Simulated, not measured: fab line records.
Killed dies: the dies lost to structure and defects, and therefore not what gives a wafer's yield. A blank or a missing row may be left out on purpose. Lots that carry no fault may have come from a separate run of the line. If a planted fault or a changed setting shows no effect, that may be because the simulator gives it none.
Which of the tools did it? + flow sky130 + 12 lots with 36 wafers sampled at 3 steps, on a route of 708 steps

== WHAT THE GAUGES READ, wafer by wafer ==
SKY_METAL5_THK_MEAS_06: measures by xrf. Usual: METAL5_ALCU_THK 1141 nm, standard deviation 16.
| lot  | measured     | on            | METAL5_ALCU_THK (nm) | flag |
|------|--------------|---------------|----------------------|------|
| L724 | day 43 04:41 | film-metro-01 | 1129 1153 1127       |      |
| L725 | day 43 11:24 | film-metro-01 | 1125 1120 1121       |      |
| L727 | day 44 05:08 | film-metro-02 | 1157 1174 1170       |      |
| L728 | day 44 10:24 | film-metro-03 | 1147 1142 1150       |      |
| L730 | day 45 01:20 | film-metro-02 | 1169 1157 1171       |      |
| L731 | day 45 06:06 | film-metro-03 | 1142 1119 1147       |      |
| L732 | day 45 08:28 | film-metro-02 | 1149 1124 1144       |      |
| L733 | day 45 12:26 | film-metro-03 | 1146 1147 1153       |      |
| L740 | day 47 09:59 | film-metro-03 | 1147 1146 1147       |      |
| L742 | day 47 21:05 | film-metro-03 | 1149 1151 1126       |      |
| L743 | day 48 02:20 | film-metro-03 | 1169 1180 1184       |      |
| L746 | day 49 01:22 | film-metro-03 | 1139 1146 1147       |      |

== WHAT TOOL EACH LOT RAN ON (gives the tool, then ch and the chambers of the sampled wafers, and finally the start) ==
| lot  | SKY_CAP2M_CVD_00                | SKY_VIA4_ETCH_12                   |
|------|---------------------------------|------------------------------------|
| L724 | pecvd-02 ch 1,2, day 40 02:11   | rie-diel-01 ch 1,2,3, day 43 03:01 |
| L725 | pecvd-02 ch 0,2, day 40 07:49   | rie-diel-02 ch 0,3, day 43 09:43   |
| L727 | pecvd-01 ch 1,2, day 41 04:05   | rie-diel-04 ch 0,3, day 44 03:28   |
| L728 | pecvd-02 ch 0,1, day 41 08:09   | rie-diel-02 ch 0,1,2, day 44 08:34 |
| L730 | pecvd-03 ch 0,1,2, day 42 01:25 | rie-diel-04 ch 1,2, day 44 23:40   |
| L731 | pecvd-03 ch 0,1,2, day 42 06:34 | rie-diel-02 ch 2,3, day 45 04:25   |
| L732 | pecvd-02 ch 0,1,2, day 42 09:45 | rie-diel-01 ch 0,1,2, day 45 06:49 |
| L733 | pecvd-01 ch 0,2, day 42 14:04   | rie-diel-04 ch 2,3, day 45 10:44   |
| L740 | pecvd-02 ch 0,1,2, day 44 15:43 | rie-diel-01 ch 1,2, day 47 08:20   |
| L742 | pecvd-02 ch 0,1, day 45 03:41   | rie-diel-04 ch 0,1,2, day 47 19:22 |
| L743 | pecvd-01 ch 0,1,2, day 45 11:09 | rie-diel-02 ch 0,2,3, day 48 00:40 |
| L746 | pecvd-01 ch 0,2, day 46 11:59   | rie-diel-02 ch 0,1,2, day 48 23:44 |
- SKY_CAP2M_CVD_00: deposits SiO2, target thk 15.5 nm.
- SKY_VIA4_ETCH_12: etches SiO2 in C4F8/O2/Ar, stops on TiN, target depth 580 nm.

== WHAT THE TOOLS THEMSELVES READ (means of the sampled wafers that have a number; where no wafer has one, the mark that the record gives instead) ==
SKY_CAP2M_CVD_00. Usual: heater-power-outer-w 439 W, standard deviation 80; heater-power-w 733 W, standard deviation 100; susceptor-temp-C 399.99 C, standard deviation 0.22.
| lot  | tool     | heater-power-outer-w (W) | heater-power-w (W) | susceptor-temp-C (C) | flag |
|------|----------|--------------------------|--------------------|----------------------|------|
| L724 | pecvd-02 | 462                      | 778                | 399.94               |      |
| L725 | pecvd-02 | 399                      | 707                | 400.20               |      |
| L727 | pecvd-01 | 489                      | 778                | 399.85               |      |
| L728 | pecvd-02 | 444                      | 755                | 399.79               |      |
| L730 | pecvd-03 | 494                      | 788                | 400.21               |      |
| L731 | pecvd-03 | 510                      | 805                | 400.03               |      |
| L732 | pecvd-02 | 429                      | 748                | 399.96               |      |
| L733 | pecvd-01 | 393                      | 648                | 399.78               |      |
| L740 | pecvd-02 | 420                      | 720                | 400.06               |      |
| L742 | pecvd-02 | 408                      | 715                | 399.78               |      |
| L743 | pecvd-01 | 387                      | 650                | 400.04               |      |
| L746 | pecvd-01 | 447                      | 705                | 400.10               |      |

SKY_VIA4_ETCH_12. Usual: oes-product-au at 0.925 a.u., with a standard deviation of 0.0046.
| lot  | tool        | oes-product-au (a.u.) | flag |
|------|-------------|-----------------------|------|
| L724 | rie-diel-01 | 0.923                 |      |
| L725 | rie-diel-02 | 0.922                 |      |
| L727 | rie-diel-04 | 0.924                 |      |
| L728 | rie-diel-02 | 0.928                 |      |
| L730 | rie-diel-04 | 0.921                 |      |
| L731 | rie-diel-02 | 0.926                 |      |
| L732 | rie-diel-01 | 0.926                 |      |
| L733 | rie-diel-04 | 0.925                 |      |
| L740 | rie-diel-01 | 0.933                 |      |
| L742 | rie-diel-04 | 0.923                 |      |
| L743 | rie-diel-02 | 0.925                 |      |
| L746 | rie-diel-02 | 0.926                 |      |

== THE ANSWER, worked out from the rows above alone ==
Rule: take the mean of a lot's wafers that have a number; if it is more than 3 standard deviations from the usual mean, the lot is off. A lot without any number at a reading at which 4 lots or more have one is off too. Where the step has rows for the other lots, those lots are counted as sound. First the gauges in route order, then the tools' own readings, where a lot's mean is used as printed above. The first step at which some lot is off is used, and at that step the reading that is off furthest; a lot without a number counts as furthest.
Nothing can be told from this: no lot is off at any reading shown.

== WHAT THE SIMULATOR HAD INSERTED ==
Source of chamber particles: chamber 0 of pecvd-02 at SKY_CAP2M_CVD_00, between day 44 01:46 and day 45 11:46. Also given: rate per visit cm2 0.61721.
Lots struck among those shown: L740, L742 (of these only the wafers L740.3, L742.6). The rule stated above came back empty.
